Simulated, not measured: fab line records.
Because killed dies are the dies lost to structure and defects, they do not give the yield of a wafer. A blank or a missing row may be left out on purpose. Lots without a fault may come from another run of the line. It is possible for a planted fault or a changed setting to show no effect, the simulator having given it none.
Struck lot and sound lot, side by side ; flow sfqLine ; 42 out of 325 route steps
Sound: the wafers L531.1, L531.2, L531.3. Struck: wafer L544.5 (L544.1, L544.2, from the same lot, were not struck and are left out); the cause is given at the end.
Order at every step that has rows: each side's tool, ch and its chambers, its first start. Under that, the readings that differ: sound wafers ; struck wafers ; difference of the means ; sigmas: that difference in standard deviations of wafers without a fault.
alike: readings whose means differ by less than 2 such deviations, and words and numbers that are the same on both sides. not compared: withheld readings, readings that some wafer has no value for, bounds like >300 that may hide the same value, and numbers for which the record gives no deviation and whose values overlap.
The two part at a step that has a row with sigmas, a row that says differs or no value, or rows on one side only. Non-overlapping numbers with no deviation appear without sigmas and do not part them. A reading missing from all wafers of one side parts the sides only when that side holds two or more wafers.

first, 6 steps without rows for these wafers: SFQ_TRILAYER_C5_LITHO_COAT_156 (resist thk 62 nm); SFQ_TRILAYER_C5_LITHO_COAT_151 (resist thk 650 nm); SFQ_TRILAYER_C5_LITHO_SOFTBAKE_155; SFQ_TRILAYER_C5_LITHO_EXPOSE_152 (exposes mask C5, target cd 500 nm); SFQ_TRILAYER_C5_LITHO_PEB_154 (peb time 60 s); SFQ_TRILAYER_C5_LITHO_DEVELOP_153 (time 60 s).
SFQ_C5_OVL_MEAS_937:
  struck on overlay-01, day 77 08:28; sound on overlay-01, day 72 12:18
  alike: C5_OVL
SFQ_TRILAYER_C5_BARC_OPEN_VIA_ETCH_210: etches BARC in O2, target depth 125 nm, time 41.7 s.
  sound on rieDiel-04 ch 0,2,3, day 72 12:20; struck on rieDiel-02 ch 3, day 77 08:29
  alike: drypumpMotorCurrentA, oesProductAu
  not compared: rfHoursCounterH
SFQ_TRILAYER_C5_ETCH_VIA_ETCH_154: etches SiO2 in CHF3, stops on Nb, target depth 84 nm.
  sound on rieDiel-04 ch 0,2,3, day 72 12:23; struck on rieDiel-02 ch 3, day 77 08:32
  alike: drypumpMotorCurrentA, oesProductAu
SFQ_TRILAYER_C5_STRIP_STRIP_155: strips in O2.
  sound on rieMetal-03 ch 0,1, day 72 12:25; struck on rieMetal-04 ch 0, day 77 08:35
  alike: drypumpMotorCurrentA, oesProductAu
  not compared: rfHoursCounterH
then, 2 steps without rows for these wafers: SFQ_TRILAYER_C5_STRIP_SOLV_CLEAN_156 (cleans in NMP, time 600 s); SFQ_TRILAYER_M6_DEP_PRE_CLEAN_158 (time 22.5 s).
SFQ_TRILAYER_M6_DEP_SPUTTER_157: material Nb, target thk 200 nm, time 133.3 s.
  struck on pvdSputter-06, day 77 09:59; sound on pvdSputter-06, day 72 13:14
reading;sound;struck;difference;sigmas
model.Nb_of_TRILAYER_M6_DEP_SPUTTER_157.thkNm (nm);196.9 198.5 200.6;315.4;+116.7;
  alike: chamberPressurePa, substrateTempC, throttleValvePct
SFQ_M6_RS_MEAS_938: uses a four-point probe to measure.
  struck on filmMetro-02, day 77 10:04; sound on filmMetro-01, day 72 13:19
reading;sound;struck;difference;sigmas
M6_NB_RS (ohm/sq);0.902 0.895 0.886;0.563;-0.331;-28
then, 6 steps without rows for these wafers: SFQ_TRILAYER_M6_LITHO_COAT_164 (resist thk 62 nm); SFQ_TRILAYER_M6_LITHO_COAT_159 (resist thk 600 nm); SFQ_TRILAYER_M6_LITHO_SOFTBAKE_163; SFQ_TRILAYER_M6_LITHO_EXPOSE_160 (exposes mask M6, target cd 500 nm); SFQ_TRILAYER_M6_LITHO_PEB_162 (peb time 60 s); SFQ_TRILAYER_M6_LITHO_DEVELOP_161 (time 60 s).
-- the record jumps here: 3 days lie between the struck wafers' starts before and after --
SFQ_M6_OVL_MEAS_940:
  struck on overlay-02, day 80 17:59; sound on overlay-01, day 73 01:07
  alike: M6_OVL
then, 1 step without rows for these wafers: SFQ_TRILAYER_M6_BARC_OPEN_METAL_ETCH_206 (etches BARC in O2, target depth 125 nm, time 41.7 s).
SFQ_TRILAYER_M6_ETCH_METAL_ETCH_162: etches Nb in Cl2/Ar, stops on SiO2, target depth 240 nm, time 120 s.
  sound on rieMetal-03 ch 0,1, day 73 01:13; struck on rieMetal-04 ch 0, day 80 18:05
reading;sound;struck;difference;sigmas
oesProductAu (a.u.);0.884 0.898 0.889;1.002;+0.112;+13
  alike: drypumpMotorCurrentA
  not compared: rfHoursCounterH
then, 2 steps without rows for these wafers: SFQ_TRILAYER_M6_STRIP_STRIP_163 (strips in O2); SFQ_TRILAYER_M6_STRIP_SOLV_CLEAN_164 (cleans in NMP, time 600 s).
SFQ_TRILAYER_I6_DEP_PECVD_165: deposits SiO2 from SiH4/N2O, time 111.11 s, target thk 500 nm.
  sound on pecvd-01 ch 0,1,2, day 73 02:07; struck on pecvd-04 ch 1, day 80 18:59
  alike: chamberPressureTorr, heaterPowerOuterW, heaterPowerW, susceptorTempC, throttleValvePct
SFQ_TRILAYER_I6_CMP_CMP_166: polishes SiO2.
  sound on cmp-01 ch 1,2,3, day 73 02:12; struck on cmp-01 ch 3, day 80 20:04
  alike: headPressurePsi, motorCurrentA, timeToEndpointS
SFQ_I6_BOW_MEAS_941:
  struck on filmMetro-03, day 80 22:04; sound on filmMetro-03, day 73 05:12
  alike: I6_BOW
then, 7 steps without rows for these wafers: SFQ_TRILAYER_I6_METRO_MEASURE_167; SFQ_TRILAYER_I6_VIA_LITHO_COAT_174 (resist thk 62 nm); SFQ_TRILAYER_I6_VIA_LITHO_COAT_169 (resist thk 650 nm); SFQ_TRILAYER_I6_VIA_LITHO_SOFTBAKE_173; SFQ_TRILAYER_I6_VIA_LITHO_EXPOSE_170 (exposes mask I6, target cd 700 nm); SFQ_TRILAYER_I6_VIA_LITHO_PEB_172 (peb time 60 s); SFQ_TRILAYER_I6_VIA_LITHO_DEVELOP_171 (time 60 s).
-- the record jumps here: 3 days lie between the struck wafers' starts before and after --
SFQ_I6_OVL_MEAS_942:
  struck on overlay-02, day 84 02:00; sound on overlay-01, day 73 09:58
  alike: I6_OVL
then, 5 steps without rows for these wafers: SFQ_TRILAYER_I6_VIA_BARC_OPEN_VIA_ETCH_235 (etches BARC in O2, target depth 125 nm, time 41.7 s); SFQ_TRILAYER_I6_VIA_ETCH_VIA_ETCH_172 (etches SiO2 in CHF3, stops on Nb, target depth 260 nm); SFQ_TRILAYER_I6_VIA_STRIP_STRIP_173 (strips in O2); SFQ_TRILAYER_I6_VIA_STRIP_SOLV_CLEAN_174 (cleans in NMP, time 600 s); SFQ_TRILAYER_M7_DEP_PRE_CLEAN_176 (time 22.5 s).
-- the record jumps here: 8 days lie between the struck wafers' starts before and after --
SFQ_M8_BOW_MEAS_951:
  struck on filmMetro-04, day 92 04:37; sound on filmMetro-02, day 74 03:59
reading;sound;struck;difference;sigmas
model.etest.m6.combLog10Ohm;12 12 12;0;-12;
model.etest.m6.ohmSq;0.9039 0.8966 0.8873;0.5644;-0.3315;
  alike: M8_BOW

== WHERE THEY PART ==
At SFQ_M6_RS_MEAS_938 first; at SFQ_TRILAYER_M6_ETCH_METAL_ETCH_162 last (within this record only). Later steps at which nothing parts them and some readings are alike: SFQ_TRILAYER_I6_DEP_PECVD_165, SFQ_TRILAYER_I6_CMP_CMP_166, SFQ_I6_BOW_MEAS_941, SFQ_I6_OVL_MEAS_942, SFQ_M8_BOW_MEAS_951.

WHY: the cause the simulator had injected
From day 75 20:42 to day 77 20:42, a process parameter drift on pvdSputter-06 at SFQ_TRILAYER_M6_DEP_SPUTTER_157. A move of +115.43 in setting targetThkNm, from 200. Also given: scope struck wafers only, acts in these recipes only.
